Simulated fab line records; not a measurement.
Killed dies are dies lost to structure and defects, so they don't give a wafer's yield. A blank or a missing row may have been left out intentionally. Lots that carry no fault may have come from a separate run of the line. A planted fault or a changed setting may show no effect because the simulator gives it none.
Which of the tools did it? -- flow sky130 -- 6 lots, 18 wafers sampled, at 2 steps of a route of 708

WHAT EACH GAUGE READ, for each wafer
SKY_METAL1_THK_MEAS_06: measures by xrf.
lot,measured,on,METAL1_ALCU_THK (nm)
L523,day 32 09:41,filmMetro-01,250.0 253.9 252.0
L527,day 34 00:35,filmMetro-03,252.9 253.2 250.1
L529,day 35 01:42,filmMetro-03,254.9 255.6 257.2
L530,day 36 02:33,filmMetro-01,252.5 251.7 252.1
L536,day 36 16:34,filmMetro-01,253.1 253.4 253.5
L542,day 38 10:34,filmMetro-03,252.8 254.9 256.4

TOOL THAT RAN EACH LOT (tool first, then ch and the chambers of the sampled wafers, then the start)
lot,SKY_CONTACT_CMP_27
L523,"cmp-02 ch 0,1, day 32 09:07"
L527,"cmp-02 ch 2,3, day 34 00:01"
L529,"cmp-02 ch 0,2, day 35 01:11"
L530,"cmp-01 ch 1,3, day 36 02:02"
L536,"cmp-02 ch 2,3, day 36 16:02"
L542,"cmp-01 ch 2,3, day 38 10:02"
- SKY_CONTACT_CMP_27: polishes, stops on SiO2, t overpolish 15 s, target thk 0 nm.

THE ANSWER, worked out from the rows above alone
Rule: what is usual is taken from the lots themselves. Put in order of their means at a reading, lots are off if they are a third of the lots or fewer, leave a main group of 4 or more, and stand apart from it by a gap of 3 or more times the standard deviation of the main group's means; of several such gaps the widest counts. Not used: any main group whose means are identical at the precision the tables above print for the reading. A lot without any number at a reading at which 4 lots or more have one is off too. Any other lot the step has rows for is counted as sound.
Nothing can be told from this: no lot is off at any reading shown.

WHAT THE SIMULATOR HAD PUT IN
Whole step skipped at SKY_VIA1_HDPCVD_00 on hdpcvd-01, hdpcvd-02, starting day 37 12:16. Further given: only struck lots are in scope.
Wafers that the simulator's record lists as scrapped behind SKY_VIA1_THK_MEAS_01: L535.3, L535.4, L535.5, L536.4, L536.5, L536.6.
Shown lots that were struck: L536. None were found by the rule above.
